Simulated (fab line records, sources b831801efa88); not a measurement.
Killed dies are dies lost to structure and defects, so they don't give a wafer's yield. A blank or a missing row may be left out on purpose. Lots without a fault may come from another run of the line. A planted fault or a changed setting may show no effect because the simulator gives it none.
One fault seen from 2 desks | flow gf180mcu | each desk has only its own numbers; what lay behind them comes last

THE METROLOGY DESK
What the gauges read, lot by lot, whatever tool the lot ran on: means of the sampled wafers that have a number. A lot is out of limits, marked OUT, if its mean lies more than 4 standard deviations from the usual mean; the brackets give that distance.
Columns: A = cd_nm at GF_V3_CD_MEAS_14, usual 260.2 nm; B = V3_OVL at GF_V3_OVL_MEAS_15, usual 7 nm
lot  | first seen here | A     | B
L320 | day 23 03:08    | 259.6 | 10
L326 | day 25 13:38    | 260.1 | 13
L329 | day 26 11:56    | 260.9 | 6
L331 | day 27 02:23    | 260.2 | 8
L339 | day 29 11:02    | 261.6 | -2
L342 | day 30 10:29    | 258.5 | 12
This desk's finding: nothing out of limits on any of the 6 lots.

THE TOOL OWNER'S DESK: pvd_sputter-01
The tool's own readings at GF_V3_SPUTTER_22 (material TiN, target thk 10 nm, time 40 s): means of the sampled wafers that have a number, for each lot that ran on this tool. A lot is out of limits, marked OUT, if its mean lies more than 4 standard deviations from the usual mean; the brackets give that distance.
Columns: A = cathode_dc_power_W at GF_V3_SPUTTER_22, usual 4000.0 W; B = throttle_valve_pct at GF_V3_SPUTTER_22, usual 30.0 %
lot  | first seen here | A                        | B
L320 | day 23 04:00    | 3999.9                   | 30.8
L329 | day 26 12:50    | 3137.7 (-99 or more) OUT | 30.5
L331 | day 27 03:14    | 3137.7 (-99 or more) OUT | 30.0
This desk's finding: out of limits on L329, L331; first on L329, day 26 12:50 (cathode_dc_power_W at GF_V3_SPUTTER_22). In limits: L320.

PUT TOGETHER
The tool owner's desk could have raised an alarm at day 26 12:50, on L329, L331.
The metrology desk saw nothing out of limits.
The metrology desk has L329, L331 on record, within its limits.
Of the lots named, all ran GF_V3_SPUTTER_22 on pvd_sputter-01.

WHAT THE SIMULATOR HAD PUT IN
Process parameter drift: pvd_sputter-01, from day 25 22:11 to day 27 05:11, at GF_V3_SPUTTER_22. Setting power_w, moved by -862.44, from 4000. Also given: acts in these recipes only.
Lots struck among those shown: L329, L331.
Hours from the fault's start to each desk's first reading out of limits: the tool owner's desk, 15.
